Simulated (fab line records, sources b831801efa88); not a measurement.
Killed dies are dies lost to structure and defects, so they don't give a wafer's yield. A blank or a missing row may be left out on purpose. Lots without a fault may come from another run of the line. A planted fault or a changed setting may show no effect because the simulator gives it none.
fab line records | flow sfq_line
record lots=5 wafers=15 last_day=91
route steps=325 shown R5@214 I5@228 C5@240
lots that met no fault: from a run of the same line without faults
start_h: hours from the record's first day to the start of the lot's first wafer shown | wait_h: hours since the lot's step before | " the same as in the row above | L1.1+2: a row that stands for several wafers | - no value, or no start given | * or withheld: withheld | < > ~ a bound
route shown NAME@n: a module of which the file shows steps, and the number in the route of the first | usual: mean/standard deviation of fault-free wafers | same: alike in all rows | chamber/n: place in a boat | sites: the reading at each site | _std_site: their standard deviation | _edge_site: outer sites' mean less inner sites' | radius_mm: how far each site lies from the wafer's centre | mask NAME#n: copy n | behind: the tool/chamber that last shaped the wafer | hold: why the lot was held/for how many hours/how that ended | device: the transistor (n, p or np) that didn't switch | end of line: the same wafers' tests at the end of the route | a step without rows: its recipe alone | killed: dies lost to structure and defects at the first sort, not the wafer's yield | map: a wafer's dies, x killed, . not, _ none there
set.NAME: the setting as run; set.NAME@STEP: as run at that earlier step | model.NAME: the simulator's own value behind a step, which no gauge read
lots at some steps of the route; a table a step, a row a wafer
services: from which hour (start_h, from the record's first day; less than 0 if before it) a tool's chamber was out of use, for how many hours, and why
## steps
# step SFQ_TRILAYER_R5_DEP_SPUTTER_134
# recipe material=Ti base_pressure_pa=1.33e-06 target_thk_nm=5 power_w=2000 time_s=5 chamber_pressure_pa=0.4
# usual throttle_valve_pct=29.4/1.1
# columns lot.wafer tool chamber start_h wait_h throttle_valve_pct
L079.2 pvd_sputter-03 - 1369.01 0.0 29.2
L079.3 " - " " 30.0
L079.5 " - " " 29.1
L085.2 pvd_sputter-05 - 1435.20 0.0 32.9
L085.4 " - " " 27.6
L085.5 " - " " 29.7
L092.2 pvd_sputter-03 - 1481.06 0.0 28.6
L092.4 " - " " 29.1
L092.5 " - " " 29.6
L093.1 pvd_sputter-04 - 1488.31 0.0 30.0
L093.3 " - " " 28.5
L093.4 " - " " 27.7
L096.3 pvd_sputter-05 - 1656.22 0.0 30.3
L096.4 " - " " 32.8
L096.5 " - " " 30.3
# step SFQ_R5_RS_MEAS_933
# recipe thk_meas_gauge=four-point-probe reads=Ti_of_TRILAYER_R5_DEP_SPUTTER_134+MoNx_of_TRILAYER_R5_DEP_SPUTTER_133+Ti_of_TRILAYER_R5_DEP_SPUTTER_132
# usual R5_MONX_RS=7.03/0.072
# columns lot.wafer tool chamber start_h wait_h R5_MONX_RS[ohm/sq]
L079.2 film_metro-01 - 1369.05 0.0 6.99
L079.3 " - " " 6.96
L079.5 " - " " 6.97
L085.2 film_metro-01 - 1435.24 0.0 6.98
L085.4 " - " " 6.97
L085.5 " - " " 6.95
L092.2 film_metro-04 - 1481.10 0.0 6.99
L092.4 " - " " 7.12
L092.5 " - " " 7.05
L093.1 film_metro-01 - 1488.33 0.0 7.10
L093.3 " - " " 6.95
L093.4 " - " " 7.07
L096.3 film_metro-04 - 1656.28 0.0 7.10
L096.4 " - " " 7.01
L096.5 " - " " 7.06
# step SFQ_R5_THK_MEAS_934
# recipe thk_meas_gauge=xrf reads=MoNx_of_TRILAYER_R5_DEP_SPUTTER_133
# usual R5_MONX_THK=39.8/0.49
# columns lot.wafer tool chamber start_h wait_h R5_MONX_THK[nm]
L079.2 film_metro-01 - 1369.16 0.1 40.0
L079.3 " - " " 39.8
L079.5 " - " " 40.1
L085.2 film_metro-01 - 1435.35 0.1 40.2
L085.4 " - " " 40.1
L085.5 " - " " 40.4
L092.2 film_metro-04 - 1481.21 0.1 39.8
L092.4 " - " " 39.3
L092.5 " - " " 39.7
L093.1 film_metro-01 - 1488.45 0.1 39.4
L093.3 " - " " 40.1
L093.4 " - " " 39.7
L096.3 film_metro-04 - 1656.38 0.1 39.4
L096.4 " - " " 39.5
L096.5 " - " " 39.3
# step SFQ_TRILAYER_R5_LITHO_COAT_141
# recipe resist=BARC spin_rpm=3000 resist_thk_nm=62
# columns lot.wafer tool chamber start_h wait_h
L079.2+3+5 litho_track-03 0 1369.26 0.1
L085.2+4+5 litho_track-02 0 1435.45 0.1
L092.2+4+5 litho_track-04 0 1481.40 0.2
L093.1+3+4 litho_track-03 0 1488.51 0.1
L096.3+4+5 litho_track-02 0 1656.52 0.1
# step SFQ_TRILAYER_R5_LITHO_COAT_136
# recipe resist=KrF spin_rpm=3000 resist_thk_nm=600
# columns lot.wafer tool chamber start_h wait_h
L079.2+3+5 litho_track-03 0 1369.56 0.2
L085.2+4+5 litho_track-02 0 1435.75 0.2
L092.2+4+5 litho_track-04 0 1481.70 0.2
L093.1+3+4 litho_track-03 0 1488.81 0.2
L096.3+4+5 litho_track-02 0 1656.82 0.2
# step SFQ_TRILAYER_R5_LITHO_SOFTBAKE_140
# recipe temp_c=withheld time_s=withheld resist=KrF
# columns lot.wafer tool chamber start_h wait_h
L079.2+3+5 litho_track-03 0 1369.83 0.2
L085.2+4+5 litho_track-02 0 1436.03 0.2
L092.2+4+5 litho_track-04 0 1481.97 0.2
L093.1+3+4 litho_track-03 0 1489.11 0.2
L096.3+4+5 litho_track-02 0 1657.07 0.2
# step SFQ_TRILAYER_R5_LITHO_EXPOSE_137
# recipe mask_id=R5 na=0.6 source_shape=conventional sigma_outer=0.65 target_cd_nm=500 dose_mj=14.4
# columns lot.wafer tool chamber start_h wait_h mask
L079.2+3+5 krf_scanner-02 0 1519.77 - R5#0
L085.2+4+5 krf_scanner-02 0 1577.37 - R5#0
L092.2+4+5 krf_scanner-02 0 1614.57 - R5#0
L093.1+3+4 krf_scanner-01 0 1622.02 - R5#0
L096.3+4+5 krf_scanner-02 0 1657.69 - R5#0
# step SFQ_TRILAYER_R5_LITHO_PEB_139
# recipe peb_temp_c=115 peb_time_s=60 resist=KrF
# columns lot.wafer tool chamber start_h wait_h
L079.2+3+5 litho_track-04 0 1520.80 0.8
L085.2+4+5 litho_track-04 0 1578.40 0.8
L092.2+4+5 litho_track-03 0 1615.60 0.8
L093.1+3+4 litho_track-03 0 1623.22 1.0
L096.3+4+5 litho_track-04 0 1658.54 0.7
# step SFQ_TRILAYER_R5_LITHO_DEVELOP_138
# recipe time_s=60 resist=KrF
# columns lot.wafer tool chamber start_h wait_h
L079.2+3+5 litho_track-04 0 1520.95 0.1
L085.2+4+5 litho_track-04 0 1578.55 0.1
L092.2+4+5 litho_track-03 0 1615.75 0.1
L093.1+3+4 litho_track-03 0 1623.37 0.1
L096.3+4+5 litho_track-04 0 1658.69 0.1
# step SFQ_R5_OVL_MEAS_935
# usual R5_OVL=-2/5.5
# columns lot.wafer tool chamber start_h wait_h R5_OVL[nm]
L079.2 overlay-02 - 1521.08 0.1 -2
L079.3 " - " " -7
L079.5 " - " " -6
L085.2 overlay-02 - 1578.68 0.1 -7
L085.4 " - " " -6
L085.5 " - " " 0
L092.2 overlay-01 - 1615.88 0.1 -3
L092.4 " - " " -7
L092.5 " - " " -2
L093.1 overlay-01 - 1623.52 0.1 2
L093.3 " - " " -2
L093.4 " - " " 4
L096.3 overlay-02 - 1658.80 0.1 4
L096.4 " - " " 5
L096.5 " - " " 1
# step SFQ_TRILAYER_R5_BARC_OPEN_METAL_ETCH_177
# recipe mask_material=PR chemistry=O2 target_depth_nm=125 target=BARC icp_w=600 bias_w=80 pressure_mtorr=10 time_s=41.7
# usual drypump_motor_current_A=5.4/0.48 oes_product_au=0.685/0.0045
# columns lot.wafer tool chamber start_h wait_h drypump_motor_current_A oes_product_au rf_hours_counter_h
L079.2 rie_metal-01 1 1521.11 0.0 5.0 0.689 61
L079.3 " 0 " " 5.9 0.679 -
L079.5 " 0 " " 5.8 0.681 -
L085.2 rie_metal-03 1 1578.71 0.0 4.9 0.697 12
L085.4 " 0 " " 5.6 0.688 -
L085.5 " 0 " " 5.6 0.681 -
L092.2 rie_metal-04 1 1615.91 0.0 6.2 0.680 46
L092.4 " 0 " " 5.0 0.683 -
L092.5 " 1 " " 6.2 0.685 -
L093.1 rie_metal-04 0 1623.55 0.0 5.0 0.685 82
L093.3 " 1 " " 6.2 0.688 -
L093.4 " 0 " " 5.0 0.684 -
L096.3 rie_metal-03 0 1658.87 0.1 5.7 0.681 -
L096.4 " 0 " " 5.7 0.684 -
L096.5 " 0 " " 5.7 0.690 -
# step SFQ_TRILAYER_R5_ETCH_METAL_ETCH_139
# recipe stop_on=SiO2 mask_material=PR chemistry=Cl2 target_depth_nm=60 icp_w=600 bias_w=80 pressure_mtorr=10 time_s=40
# usual drypump_motor_current_A=5.4/0.48 oes_product_au=0.991/0.0059
# columns lot.wafer tool chamber start_h wait_h drypump_motor_current_A oes_product_au rf_hours_counter_h
L079.2 rie_metal-01 1 1521.17 0.0 5.0 0.990 61
L079.3 " 0 " " 5.9 0.995 -
L079.5 " 0 " " 5.9 0.995 -
L085.2 rie_metal-03 1 1578.77 0.0 4.9 0.989 12
L085.4 " 0 " " 5.6 0.995 -
L085.5 " 0 " " 5.7 1.001 -
L092.2 rie_metal-04 1 1615.97 0.0 6.2 0.984 46
L092.4 " 0 " " 5.0 0.995 -
L092.5 " 1 " " 6.2 0.983 -
L093.1 rie_metal-04 0 1623.61 0.0 5.0 0.989 82
L093.3 " 1 " " 6.2 0.979 -
L093.4 " 0 " " 5.0 0.999 -
L096.3 rie_metal-03 0 1658.99 0.1 5.7 0.988 -
L096.4 " 0 " " 5.7 0.994 -
L096.5 " 0 " " 5.6 1.001 -
# step SFQ_TRILAYER_R5_STRIP_STRIP_140
# recipe gas=O2 power_w=200 platen_temp_c=40 overash_fraction=0.65 chemistry=O2 pressure_mtorr=50
# usual drypump_motor_current_A=5.4/0.48 oes_product_au=1.001/0.0075 platen_temp_c=40.03/0.11
# columns lot.wafer tool chamber start_h wait_h drypump_motor_current_A oes_product_au platen_temp_c rf_hours_counter_h
L079.2 rie_metal-01 1 1521.23 0.0 5.0 0.996 40.06 61
L079.3 " 0 " " 5.9 1.003 40.15 -
L079.5 " 0 " " 5.9 1.008 40.15 -
L085.2 rie_metal-03 1 1578.83 0.0 4.9 0.991 39.85 12
L085.4 " 0 " " 5.6 1.008 40.04 -
L085.5 " 0 " " 5.6 1.012 39.98 -
L092.2 rie_metal-04 1 1616.03 0.0 6.2 0.993 39.95 47
L092.4 " 0 " " 5.0 1.011 40.04 -
L092.5 " 1 " " 6.1 0.990 40.06 -
L093.1 rie_metal-04 0 1623.67 0.0 5.0 1.007 40.03 83
L093.3 " 1 " " 6.2 1.007 40.21 -
L093.4 " 0 " " 5.1 1.007 39.82 -
L096.3 rie_metal-03 0 1659.46 0.5 5.6 0.993 40.14 -
L096.4 " 0 " " 5.6 0.994 40.02 -
L096.5 " 0 " " 5.6 1.008 40.19 -
# step SFQ_TRILAYER_R5_STRIP_SOLV_CLEAN_141
# recipe chemistry=NMP temp_c=70 time_s=600
# usual bath_heat_duty_pct=13.6/1.6
# columns lot.wafer tool chamber start_h wait_h bath_heat_duty_pct
L079.2 wet_bench-01 0 1521.83 0.4 14.7
L079.3 " 1 " " 13.1
L079.5 " 5 " " 13.2
L085.2 wet_bench-01 5 1579.43 0.4 14.5
L085.4 " 1 " " 13.3
L085.5 " 4 " " 16.4
L092.2 wet_bench-02 1 1616.63 0.4 13.0
L092.4 " 3 " " 11.6
L092.5 " 2 " " 13.6
L093.1 wet_bench-01 0 1624.27 0.4 13.9
L093.3 " 5 " " 12.8
L093.4 " 1 " " 12.8
L096.3 wet_bench-02 0 1660.26 0.6 15.1
L096.4 " 2 " " 12.8
L096.5 " 1 " " 13.2
# step SFQ_TRILAYER_A5C_DEP_PECVD_142
# recipe material=SiO2 temp_c=150 time_s=15.556 pressure_torr=2.4 rf_w=183.3 precursor=SiH4/N2O target_thk_nm=70
# usual heater_power_w=83/9.1 throttle_valve_pct=24.7/2.1
# columns lot.wafer tool chamber start_h wait_h heater_power_w throttle_valve_pct
L079.2 pecvd-03 2 1522.00 0.0 67 26.1
L079.3 " 1 " " 81 25.6
L079.5 " 2 " " 67 26.0
L085.2 pecvd-02 0 1579.60 0.0 85 23.0
L085.4 " 0 " " 84 22.7
L085.5 " 2 " " 90 22.9
L092.2 pecvd-04 2 1616.80 0.0 95 24.5
L092.4 " 0 " " 93 28.6
L092.5 " 1 " " 83 24.2
L093.1 pecvd-03 2 1624.45 0.0 60 26.2
L093.3 " 0 " " 89 24.9
L093.4 " 0 " " 86 24.9
L096.3 pecvd-04 1 1660.44 0.0 83 24.1
L096.4 " 1 " " 84 24.1
L096.5 " 2 " " 94 24.4
# step SFQ_TRILAYER_I5_LITHO_COAT_149
# recipe resist=BARC spin_rpm=3000 resist_thk_nm=62
# columns lot.wafer tool chamber start_h wait_h
L079.2+3+5 litho_track-04 0 1522.08 0.1
L085.2+4+5 litho_track-03 0 1579.68 0.1
L092.2+4+5 litho_track-04 0 1616.88 0.1
L093.1+3+4 litho_track-04 0 1624.47 0.0
L096.3+4+5 litho_track-04 0 1660.56 0.1
# step SFQ_TRILAYER_I5_LITHO_COAT_144
# recipe resist=KrF spin_rpm=3000 resist_thk_nm=650
# columns lot.wafer tool chamber start_h wait_h
L079.2+3+5 litho_track-04 0 1522.38 0.2
L085.2+4+5 litho_track-03 0 1579.98 0.2
L092.2+4+5 litho_track-04 0 1617.18 0.2
L093.1+3+4 litho_track-04 0 1624.77 0.2
L096.3+4+5 litho_track-04 0 1660.86 0.2
# step SFQ_TRILAYER_I5_LITHO_SOFTBAKE_148
# recipe temp_c=withheld time_s=withheld resist=KrF
# columns lot.wafer tool chamber start_h wait_h
L079.2+3+5 litho_track-04 0 1522.65 0.2
L085.2+4+5 litho_track-03 0 1580.25 0.2
L092.2+4+5 litho_track-04 0 1617.45 0.2
L093.1+3+4 litho_track-04 0 1625.07 0.2
L096.3+4+5 litho_track-04 0 1661.11 0.2
# step SFQ_TRILAYER_I5_LITHO_EXPOSE_145
# recipe mask_id=I5 na=0.6 source_shape=conventional sigma_outer=0.65 target_cd_nm=700 dose_mj=21.3
# columns lot.wafer tool chamber start_h wait_h mask
L079.2+3+5 krf_scanner-01 0 1658.37 - I5#0
L085.2+4+5 krf_scanner-02 0 1718.50 - I5#0
L092.2+4+5 krf_scanner-01 0 1744.67 - I5#0
L093.1+3+4 krf_scanner-01 0 1749.27 - I5#0
L096.3+4+5 krf_scanner-01 0 1769.89 - I5#0
# step SFQ_TRILAYER_I5_LITHO_PEB_147
# recipe peb_temp_c=115 peb_time_s=60 resist=KrF
# columns lot.wafer tool chamber start_h wait_h
L079.2+3+5 litho_track-01 0 1659.40 0.8
L085.2+4+5 litho_track-03 0 1719.52 0.8
L092.2+4+5 litho_track-01 0 1745.69 0.8
L093.1+3+4 litho_track-03 0 1750.47 1.0
L096.3+4+5 litho_track-04 0 1770.74 0.7
# step SFQ_TRILAYER_I5_LITHO_DEVELOP_146
# recipe time_s=60 resist=KrF
# columns lot.wafer tool chamber start_h wait_h
L079.2+3+5 litho_track-01 0 1659.55 0.1
L085.2+4+5 litho_track-03 0 1719.67 0.1
L092.2+4+5 litho_track-01 0 1745.84 0.1
L093.1+3+4 litho_track-03 0 1750.62 0.1
L096.3+4+5 litho_track-04 0 1770.89 0.1
# step SFQ_I5_OVL_MEAS_936
# usual I5_OVL=-1/4.9
# columns lot.wafer tool chamber start_h wait_h I5_OVL[nm]
L079.2 overlay-01 - 1659.68 0.1 6
L079.3 " - " " 3
L079.5 " - " " -4
L085.2 overlay-02 - 1719.80 0.1 -1
L085.4 " - " " 4
L085.5 " - " " 5
L092.2 overlay-01 - 1745.97 0.1 3
L092.4 " - " " 10
L092.5 " - " " 2
L093.1 overlay-01 - 1750.77 0.1 1
L093.3 " - " " 0
L093.4 " - " " -2
L096.3 overlay-01 - 1771.01 0.1 1
L096.4 " - " " -1
L096.5 " - " " -8
# step SFQ_TRILAYER_I5_BARC_OPEN_VIA_ETCH_200
# recipe mask_material=PR chemistry=O2 target_depth_nm=125 target=BARC source_w=500 bias_w=80 pressure_mtorr=30 time_s=41.7
# usual drypump_motor_current_A=5.5/0.44 oes_product_au=0.685/0.0043
# columns lot.wafer tool chamber start_h wait_h drypump_motor_current_A oes_product_au rf_hours_counter_h
L079.2 rie_diel-04 2 1659.71 0.0 5.4 0.679 3
L079.3 " 1 " " 5.8 0.689 11
L079.5 " 2 " " 5.4 0.690 -
L085.2 rie_diel-03 3 1719.83 0.0 4.9 0.689 0
L085.4 " 0 " " 4.8 0.693 2
L085.5 " 3 " " 4.9 0.677 -
L092.2 rie_diel-03 3 1746.00 0.0 4.9 0.683 1
L092.4 " 0 " " 4.8 0.688 2
L092.5 " 2 " " 5.7 0.686 -
L093.1 rie_diel-01 1 1750.80 0.0 4.9 0.690 11
L093.3 " 0 " " 6.4 0.692 -
L093.4 " 1 " " 4.9 0.690 -
L096.3 rie_diel-04 2 1771.03 0.0 5.4 0.682 5
L096.4 " 3 " " 5.7 0.684 14
L096.5 " 2 " " 5.4 0.690 -
# step SFQ_TRILAYER_I5_ETCH_VIA_ETCH_147
# recipe stop_on=Nb mask_material=PR chemistry=CHF3 target_depth_nm=360 source_w=500 bias_w=80 pressure_mtorr=30 time_s=withheld
# usual drypump_motor_current_A=5.5/0.44 oes_product_au=0.990/0.0059
# columns lot.wafer tool chamber start_h wait_h drypump_motor_current_A oes_product_au
L079.2 rie_diel-04 2 1659.75 0.0 5.4 0.991
L079.3 " 1 " " 5.8 1.003
L079.5 " 2 " " 5.4 1.001
L085.2 rie_diel-03 3 1719.87 0.0 4.9 0.978
L085.4 " 0 " " 4.9 0.989
L085.5 " 3 " " 4.9 0.979
L092.2 rie_diel-03 3 1746.04 0.0 4.9 0.987
L092.4 " 0 " " 4.8 0.988
L092.5 " 2 " " 5.7 0.990
L093.1 rie_diel-01 1 1750.86 0.0 4.9 0.990
L093.3 " 0 " " 6.4 0.993
L093.4 " 1 " " 4.9 0.998
L096.3 rie_diel-04 2 1771.07 0.0 5.4 0.990
L096.4 " 3 " " 5.7 0.990
L096.5 " 2 " " 5.4 0.992
# step SFQ_TRILAYER_I5_STRIP_STRIP_148
# recipe gas=O2 power_w=200 platen_temp_c=40 overash_fraction=0.65 chemistry=O2 pressure_mtorr=50
# usual drypump_motor_current_A=5.3/0.48 oes_product_au=0.998/0.012 platen_temp_c=40.00/0.11
# columns lot.wafer tool chamber start_h wait_h drypump_motor_current_A oes_product_au platen_temp_c rf_hours_counter_h
L079.2 rie_metal-02 1 1659.90 - 4.8 0.987 39.86 69
L079.3 " 1 " " 4.8 0.979 40.20 -
L079.5 " 0 " " 5.8 1.013 40.06 -
L085.2 rie_metal-04 1 1720.02 - 6.2 1.002 40.28 59
L085.4 " 1 " " 6.2 0.990 40.06 -
L085.5 " 1 " " 6.2 1.002 40.18 -
L092.2 rie_metal-02 0 1746.19 - 5.8 1.023 39.77 7
L092.4 " 1 " " 4.8 1.000 40.29 -
L092.5 " 1 " " 4.8 0.991 40.27 -
L093.1 rie_metal-02 1 1751.09 - 4.8 1.001 40.07 82
L093.3 " 0 " " 5.8 1.024 40.02 -
L093.4 " 1 " " 4.8 1.000 40.09 -
L096.3 rie_metal-04 1 1771.42 - 6.2 1.011 40.05 -
L096.4 " 0 " " 5.0 1.005 40.07 -
L096.5 " 1 " " 6.2 1.002 40.08 -
# step SFQ_TRILAYER_I5_STRIP_SOLV_CLEAN_149
# recipe chemistry=NMP temp_c=70 time_s=600
# usual bath_heat_duty_pct=13.4/1.5
# columns lot.wafer tool chamber start_h wait_h bath_heat_duty_pct
L079.2 wet_bench-01 1 1660.50 0.4 15.1
L079.3 " 2 " " 11.8
L079.5 " 5 " " 12.8
L085.2 wet_bench-01 3 1720.62 0.4 15.2
L085.4 " 6 " " 11.3
L085.5 " 4 " " 17.0
L092.2 wet_bench-03 1 1746.79 0.4 13.6
L092.4 " 6 " " 12.9
L092.5 " 2 " " 13.5
L093.1 wet_bench-03 4 1751.69 0.4 16.5
L093.3 " 3 " " 12.9
L093.4 " 2 " " 14.4
L096.3 wet_bench-01 5 1771.82 0.2 11.9
L096.4 " 0 " " 14.2
L096.5 " 2 " " 12.6
# step SFQ_TRILAYER_C5_LITHO_COAT_156
# recipe resist=BARC spin_rpm=3000 resist_thk_nm=62
# columns lot.wafer tool chamber start_h wait_h
L079.2+3+5 litho_track-01 0 1660.72 0.1
L085.2+4+5 litho_track-04 0 1720.85 0.1
L092.2+4+5 litho_track-01 0 1747.02 0.1
L093.1+3+4 litho_track-01 0 1751.86 0.0
L096.3+4+5 litho_track-01 0 1772.10 0.1
# step SFQ_TRILAYER_C5_LITHO_COAT_151
# recipe resist=KrF spin_rpm=3000 resist_thk_nm=650
# columns lot.wafer tool chamber start_h wait_h
L079.2+3+5 litho_track-01 0 1661.02 0.2
L085.2+4+5 litho_track-04 0 1721.15 0.2
L092.2+4+5 litho_track-01 0 1747.32 0.2
L093.1+3+4 litho_track-01 0 1752.16 0.2
L096.3+4+5 litho_track-01 0 1772.40 0.2
# step SFQ_TRILAYER_C5_LITHO_SOFTBAKE_155
# recipe temp_c=withheld time_s=withheld resist=KrF
# columns lot.wafer tool chamber start_h wait_h
L079.2+3+5 litho_track-01 0 1661.30 0.2
L085.2+4+5 litho_track-04 0 1721.42 0.2
L092.2+4+5 litho_track-01 0 1747.59 0.2
L093.1+3+4 litho_track-01 0 1752.46 0.2
L096.3+4+5 litho_track-01 0 1772.65 0.2
# step SFQ_TRILAYER_C5_LITHO_EXPOSE_152
# recipe mask_id=C5 na=0.6 source_shape=conventional sigma_outer=0.65 target_cd_nm=500 dose_mj=21.3
# columns lot.wafer tool chamber start_h wait_h mask
L079.2+3+5 krf_scanner-01 0 1770.89 - C5#0
L085.2+4+5 krf_scanner-01 0 1812.12 - C5#0
L092.2+4+5 krf_scanner-02 0 1849.60 - C5#0
L093.1+3+4 krf_scanner-02 0 1854.20 - C5#0
L096.3+4+5 krf_scanner-02 0 1877.40 - C5#0
# step SFQ_TRILAYER_C5_LITHO_PEB_154
# recipe peb_temp_c=115 peb_time_s=60 resist=KrF
# columns lot.wafer tool chamber start_h wait_h
L079.2+3+5 litho_track-02 0 1771.92 0.8
L085.2+4+5 litho_track-01 0 1813.14 0.8
L092.2+4+5 litho_track-01 0 1850.63 0.8
L093.1+3+4 litho_track-02 0 1855.40 1.0
L096.3+4+5 litho_track-02 0 1878.25 0.7
# step SFQ_TRILAYER_C5_LITHO_DEVELOP_153
# recipe time_s=60 resist=KrF
# columns lot.wafer tool chamber start_h wait_h
L079.2+3+5 litho_track-02 0 1772.07 0.1
L085.2+4+5 litho_track-01 0 1813.29 0.1
L092.2+4+5 litho_track-01 0 1850.78 0.1
L093.1+3+4 litho_track-02 0 1855.55 0.1
L096.3+4+5 litho_track-02 0 1878.40 0.1
# step SFQ_C5_OVL_MEAS_937
# usual C5_OVL=-2/6
# columns lot.wafer tool chamber start_h wait_h C5_OVL[nm]
L079.2 overlay-02 - 1772.20 0.1 -19
L079.3 " - " " -11
L079.5 " - " " -9
L085.2 overlay-01 - 1813.42 0.1 -8
L085.4 " - " " -14
L085.5 " - " " -3
L092.2 overlay-01 - 1850.91 0.1 -3
L092.4 " - " " -3
L092.5 " - " " 2
L093.1 overlay-01 - 1855.70 0.1 -5
L093.3 " - " " 0
L093.4 " - " " 3
L096.3 overlay-02 - 1878.52 0.1 6
L096.4 " - " " -1
L096.5 " - " " 8
# step SFQ_TRILAYER_C5_BARC_OPEN_VIA_ETCH_210
# recipe mask_material=PR chemistry=O2 target_depth_nm=125 target=BARC source_w=500 bias_w=80 pressure_mtorr=30 time_s=41.7
# usual drypump_motor_current_A=5.6/0.36 oes_product_au=0.686/0.0044
# columns lot.wafer tool chamber start_h wait_h drypump_motor_current_A oes_product_au rf_hours_counter_h
L079.2 rie_diel-02 2 1772.23 0.0 5.7 0.674 0
L079.3 " 1 " " 5.4 0.686 12
L079.5 " 0 " " 5.8 0.688 -
L085.2 rie_diel-04 2 1813.45 0.0 5.4 0.680 5
L085.4 " 3 " " 5.7 0.685 14
L085.5 " 3 " " 5.7 0.685 -
L092.2 rie_diel-03 1 1850.94 0.0 5.6 0.683 3
L092.4 " 3 " " 4.9 0.684 2
L092.5 " 1 " " 5.6 0.687 -
L093.1 rie_diel-02 1 1855.74 0.0 5.4 0.688 13
L093.3 " 3 " " 6.4 0.692 4
L093.4 " 0 " " 5.9 0.686 18
L096.3 rie_diel-03 2 1878.54 0.0 5.7 0.687 18
L096.4 " 1 " " 5.6 0.685 4
L096.5 " 3 " " 4.9 0.687 -
## services
# columns tool chamber start_h hours kind
rie_metal-04 - 1352.83 28.1 pm
krf_scanner-01 - 1369.11 0.8 pm
rie_metal-04 - 1382.93 0.5 repair
krf_scanner-02 - 1437.68 1.3 pm
krf_scanner-02 - 1453.52 11.6 pm
rie_metal-04 - 1469.06 1.0 repair
krf_scanner-02 - 1482.58 0.8 pm
krf_scanner-02 - 1485.45 1.0 pm
rie_metal-04 1 1489.88 6.7 repair
krf_scanner-02 - 1616.77 1.3 pm
krf_scanner-02 - 1632.80 2.5 repair
krf_scanner-02 - 1650.85 0.8 pm
krf_scanner-02 - 1654.45 1.0 pm
krf_scanner-02 - 1721.54 0.3 repair
krf_scanner-02 - 1742.17 1.1 repair
krf_scanner-02 - 1754.97 4.0 pm
krf_scanner-02 - 1760.83 0.3 repair
krf_scanner-02 - 1788.89 1.3 pm
krf_scanner-02 - 1791.81 0.4 repair
krf_scanner-02 - 1808.19 21.0 pm
rie_metal-04 1 1825.49 3.2 repair
krf_scanner-02 - 1829.19 0.8 pm
krf_scanner-02 - 1829.94 1.0 pm
krf_scanner-02 - 1842.28 3.5 repair
## key
fault none
